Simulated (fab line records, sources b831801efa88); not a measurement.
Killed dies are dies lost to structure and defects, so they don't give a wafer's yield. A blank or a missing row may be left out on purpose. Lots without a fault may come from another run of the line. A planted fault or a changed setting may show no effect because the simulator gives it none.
Chamber matching | flow gf180mcu | GF_V1_CMP_26 on cmp-02: 4 sister chambers
The step polishes, stops on SiO2, t overpolish 15 s, target thk 0 nm. 4 wafers are shown with their chamber, then 8 later ones without.

WAFERS WITH THEIR CHAMBER
wafer  | chamber | motor_current_A (A)
L222.2 | 1       | 11.1
L224.4 | 0       | 11.4
L224.6 | 2       | 13.2
L232.3 | 3       | 10.7

WAFERS WITHOUT THEIR CHAMBER
wafer  | motor_current_A (A)
L232.5 | 13.6
L232.6 | 11.7
L233.1 | 11.1
L233.3 | 10.2
L233.4 | 12.6
L237.1 | 11.0
L237.4 | 10.5
L237.6 | 11.4

WHICH CHAMBER EACH WENT THROUGH
wafer  | from the rows above          | in truth
L232.5 | 2                            | 2
L232.6 | can't be placed: 0 or 1      | 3
L233.1 | can't be placed: 1 or 0 or 3 | 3
L233.3 | can't be placed: 3 or 1      | 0
L233.4 | can't be placed: 2 or 0      | 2
L237.1 | can't be placed: 1 or 3 or 0 | 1
L237.4 | can't be placed: 3 or 1      | 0
L237.6 | can't be placed: 0 or 1      | 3
Placed correctly: 1 of 8. Can't be placed from these rows: 7 (the true chamber is among the candidates in 3). Placed wrongly: 0.
How it was worked out, from the rows above alone: a wafer's distance from a chamber is the root of the sum, over the readings, of the square of ((its reading less the chamber's mean) divided by the reading's scatter). The wafer belongs to the nearest chamber; if the next one is less than 2 further off, it can't be placed. A chamber's mean is the mean of its shown wafers. The scatter: with one shown wafer a chamber, the root of the mean of the squares of how far each hidden wafer lies from its nearest shown one.
